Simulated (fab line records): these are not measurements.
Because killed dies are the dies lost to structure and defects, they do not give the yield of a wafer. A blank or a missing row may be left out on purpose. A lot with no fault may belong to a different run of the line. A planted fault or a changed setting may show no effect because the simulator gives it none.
Which tool is to blame? | flow gf180mcu | 42 wafers sampled from 14 lots at 1 step of a route of 602

## WHAT EACH GAUGE READ, for each wafer
GF_M4_RS_MEAS_05: a four-point-probe measurement. Usual: M4_ALCU_RS gives 0.0695 ohm/sq (standard deviation 0.00081).
lot  | measured     | on            | M4_ALCU_RS (ohm/sq)  | flag
L252 | day 22 03:34 | film-metro-03 | 0.0699 0.0688 0.0702 |
L253 | day 22 19:13 | film-metro-04 | 0.0692 0.0682 0.0695 |
L254 | day 23 04:41 | film-metro-04 | 0.0697 0.0690 0.0703 |
L256 | day 24 00:53 | film-metro-03 | 0.0695 0.0698 0.0686 |
L258 | day 24 11:28 | film-metro-04 | 0.0701 0.0701 0.0692 |
L259 | day 25 07:23 | film-metro-03 | 0.0701 0.0705 0.0697 |
L260 | day 25 08:01 | film-metro-02 | 0.0694 0.0686 0.0688 |
L261 | day 25 12:16 | film-metro-04 | 0.0693 0.0695 0.0699 |
L262 | day 26 02:58 | film-metro-04 | 0.0682 0.0689 0.0680 |
L263 | day 26 09:49 | film-metro-02 | 0.0692 0.0692 0.0688 |
L264 | day 26 16:55 | film-metro-02 | 0.0704 0.0701 0.0700 |
L265 | day 26 23:28 | film-metro-03 | 0.0683 0.0689 0.0682 |
L266 | day 27 09:20 | film-metro-04 | 0.0688 0.0691 0.0689 |
L275 | day 29 20:02 | film-metro-03 | 0.0680 0.0680 0.0678 |

## WHAT TOOL EACH LOT RAN ON (gives the tool, then ch and the chambers of the sampled wafers, and finally the start)
The record holds no process step before these readings.

## AS READ BY THE TOOLS THEMSELVES (means over the sampled wafers that have a number; for cases with no such wafer, the mark the record gives instead)
The record holds no such reading with a usual standard deviation.

## THE ANSWER, worked out from the rows above alone
Rule: a lot counts as off when the mean over its wafers that have a number is more than 3 standard deviations away from the usual mean. A lot without any number at a reading at which 4 lots or more have one is off too. Any other lot the step has rows for is counted as sound. The gauges are gone through in route order, then the tools' own readings, and for those a lot's mean is taken as printed above. The first step at which some lot is off is used, and at that step the reading that is off furthest; a lot without a number counts as furthest.
Nothing can be told from this: no lot is off at any reading shown.

## WHAT THE SIMULATOR HAD INSERTED
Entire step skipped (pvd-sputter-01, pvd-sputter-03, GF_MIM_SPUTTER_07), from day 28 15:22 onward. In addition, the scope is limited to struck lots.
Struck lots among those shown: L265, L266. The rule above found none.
